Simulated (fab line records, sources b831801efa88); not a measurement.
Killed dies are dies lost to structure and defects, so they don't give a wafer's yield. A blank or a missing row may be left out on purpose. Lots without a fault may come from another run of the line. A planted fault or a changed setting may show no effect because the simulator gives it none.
A struck lot beside a sound one | flow gf180mcu | 14 steps out of a route of 602
Sound: wafers L988.1, L988.2, L988.3. Struck: wafers L104.1, L104.3, L104.4. The cause comes at the end.
At each step with rows: each side's tool, then ch and its chambers, then its first start. Under that, the readings that differ: sound wafers | struck wafers | difference of the means | sigmas: that difference in standard deviations of wafers without a fault.
alike: readings whose means differ by less than 2 such deviations, and words and numbers that are the same on both sides. not compared: withheld readings, readings that some wafer has no value for, bounds like >300 that may hide the same value, and numbers for which the record gives no deviation and whose values overlap.
The two part at a step that has a row with sigmas, a row that says differs or no value, or rows on one side only. Numbers that don't overlap but have no deviation are shown without sigmas and don't part them. A reading that every wafer of one side lacks parts them only if that side has two wafers or more.

first, 6 steps without rows for these wafers: GF_DNWELL_COAT_02 (resist thk 3000 nm); GF_DNWELL_SOFTBAKE_03; GF_DNWELL_EXPOSE_04 (exposes mask DNWELL, target cd 1700 nm); GF_DNWELL_PEB_05; GF_DNWELL_DEVELOP_06 (develop time 60 s); GF_DNWELL_IMPLANT_07.
GF_DNWELL_STRIP_08: strips in O2/N2.
  sound on plasma_asher-02 ch 0,1, day 3 10:13; struck on plasma_asher-04 ch 0,1, day 7 00:58
  reading                     | sound       | struck      | difference | sigmas
  drypump_motor_current_A (A) | 6.8 6.5 6.5 | 5.5 5.4 5.5 | -1.1       | -2
  alike: heater_power_w, oes_product_au, strip_time_to_endpoint_s
  not compared: rf_hours_counter_h
GF_DNWELL_TW_MEAS_09:
  sound on film_metro-03, day 3 10:19; struck on film_metro-04, day 7 01:04
  alike: DNWELL_TW
then, 4 steps without rows for these wafers: GF_NWELL_DEHYDRATE_00 (time 60 s); GF_NWELL_HMDS_01 (prime time 60 s); GF_NWELL_COAT_02 (resist thk 3000 nm); GF_NWELL_SOFTBAKE_03.
GF_NWELL_EXPOSE_04: exposes mask Nwell, target cd 860 nm.
  sound on iline_stepper-02 ch 0, day 3 16:52; struck on iline_stepper-01, day 7 07:17
  no value came back on the struck wafers for exposure_dose_mJ_cm2, focus_offset_nm (nm); on the sound wafers exposure_dose_mJ_cm2 reads 260.08 260.26 259.56
  alike: mask
then, 1 step without rows for these wafers: GF_NWELL_PEB_05.

WHERE THEY PART
First at GF_DNWELL_STRIP_08; last, within this record, at GF_NWELL_EXPOSE_04.

WHY: what the simulator had put in
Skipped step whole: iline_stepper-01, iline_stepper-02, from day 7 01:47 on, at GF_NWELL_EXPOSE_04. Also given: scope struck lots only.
